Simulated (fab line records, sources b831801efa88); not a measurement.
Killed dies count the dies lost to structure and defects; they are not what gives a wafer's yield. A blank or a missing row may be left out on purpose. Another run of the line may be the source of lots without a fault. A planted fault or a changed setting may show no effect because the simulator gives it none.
Which tool was responsible? / flow sky130 / 10 lots, 30 wafers sampled, at 3 steps of a route of 708

## WHAT THE GAUGES SHOWED, per wafer
SKY_METAL2_THK_MEAS_06: measures by xrf.
lot=L809; measured=day 34 03:48; on=filmMetro-04; METAL2_ALCU_THK (nm)=252 251 253
lot=L811; measured=day 35 00:42; on=filmMetro-03; METAL2_ALCU_THK (nm)=243 246 245
lot=L814; measured=day 36 03:23; on=filmMetro-03; METAL2_ALCU_THK (nm)=251 248 245
lot=L815; measured=day 36 10:49; on=filmMetro-03; METAL2_ALCU_THK (nm)=244 244 246
lot=L821; measured=day 38 13:53; on=filmMetro-01; METAL2_ALCU_THK (nm)=249 248 249
lot=L823; measured=day 38 21:18; on=filmMetro-04; METAL2_ALCU_THK (nm)=246 246 246
lot=L825; measured=day 39 12:24; on=filmMetro-01; METAL2_ALCU_THK (nm)=250 254 251
lot=L826; measured=day 39 21:38; on=filmMetro-04; METAL2_ALCU_THK (nm)=248 248 246
lot=L827; measured=day 40 02:02; on=filmMetro-03; METAL2_ALCU_THK (nm)=249 249 252
lot=L828; measured=day 40 08:42; on=filmMetro-03; METAL2_ALCU_THK (nm)=244 243 243

## EACH LOT AND THE TOOL THAT RAN IT (in order: tool; ch and the chambers of the sampled wafers; start)
lot=L809; SKY_METAL1_METAL_ETCH_19=rieMetal-02 ch 0,1, day 32 22:40; SKY_VIA1_STRIP_16=plasmaAsher-02 ch 0,1, day 34 02:16
lot=L811; SKY_METAL1_METAL_ETCH_19=rieMetal-02 ch 0,1, day 33 19:11; SKY_VIA1_STRIP_16=plasmaAsher-01 ch 0,1, day 34 23:11
lot=L814; SKY_METAL1_METAL_ETCH_19=rieMetal-01 ch 0,1, day 34 22:38; SKY_VIA1_STRIP_16=plasmaAsher-02 ch 0,1, day 36 01:50
lot=L815; SKY_METAL1_METAL_ETCH_19=rieMetal-03 ch 0,1, day 35 05:47; SKY_VIA1_STRIP_16=plasmaAsher-02 ch 0,1, day 36 09:20
lot=L821; SKY_METAL1_METAL_ETCH_19=rieMetal-03 ch 0,1, day 37 09:06; SKY_VIA1_STRIP_16=plasmaAsher-04 ch 0,1, day 38 12:23
lot=L823; SKY_METAL1_METAL_ETCH_19=rieMetal-03 ch 1, day 37 16:02; SKY_VIA1_STRIP_16=plasmaAsher-02 ch 0, day 38 19:47
lot=L825; SKY_METAL1_METAL_ETCH_19=rieMetal-03 ch 1, day 38 07:50; SKY_VIA1_STRIP_16=plasmaAsher-02 ch 0,1, day 39 10:54
lot=L826; SKY_METAL1_METAL_ETCH_19=rieMetal-02 ch 0,1, day 38 18:15; SKY_VIA1_STRIP_16=plasmaAsher-04 ch 1, day 39 20:08
lot=L827; SKY_METAL1_METAL_ETCH_19=rieMetal-03 ch 0,1, day 38 21:59; SKY_VIA1_STRIP_16=plasmaAsher-02 ch 1, day 40 00:32
lot=L828; SKY_METAL1_METAL_ETCH_19=rieMetal-01 ch 0, day 39 05:17; SKY_VIA1_STRIP_16=plasmaAsher-04 ch 0,1, day 40 07:11
- SKY_METAL1_METAL_ETCH_19: etches the open film in Cl2/BCl3, stops on SiO2, target depth 360 nm, time 78 s.
- SKY_VIA1_STRIP_16: strips in O2/N2.

## THE ANSWER, worked out from the rows above alone
Rule: what is usual is taken from the lots themselves. Put in order of their means at a reading, lots are off if they are a third of the lots or fewer, leave a main group of 4 or more, and stand apart from it by a gap of 3 or more times the standard deviation of the main group's means; of several such gaps the widest counts. A main group whose means are all the same, to the digits that the tables above print for the reading, isn't used. A lot without any number at a reading at which 4 lots or more have one is off too. Any other lot the step has rows for is counted as sound.
Nothing can be told from this: no lot is off at any reading shown.

## WHAT WAS PUT IN BY THE SIMULATOR
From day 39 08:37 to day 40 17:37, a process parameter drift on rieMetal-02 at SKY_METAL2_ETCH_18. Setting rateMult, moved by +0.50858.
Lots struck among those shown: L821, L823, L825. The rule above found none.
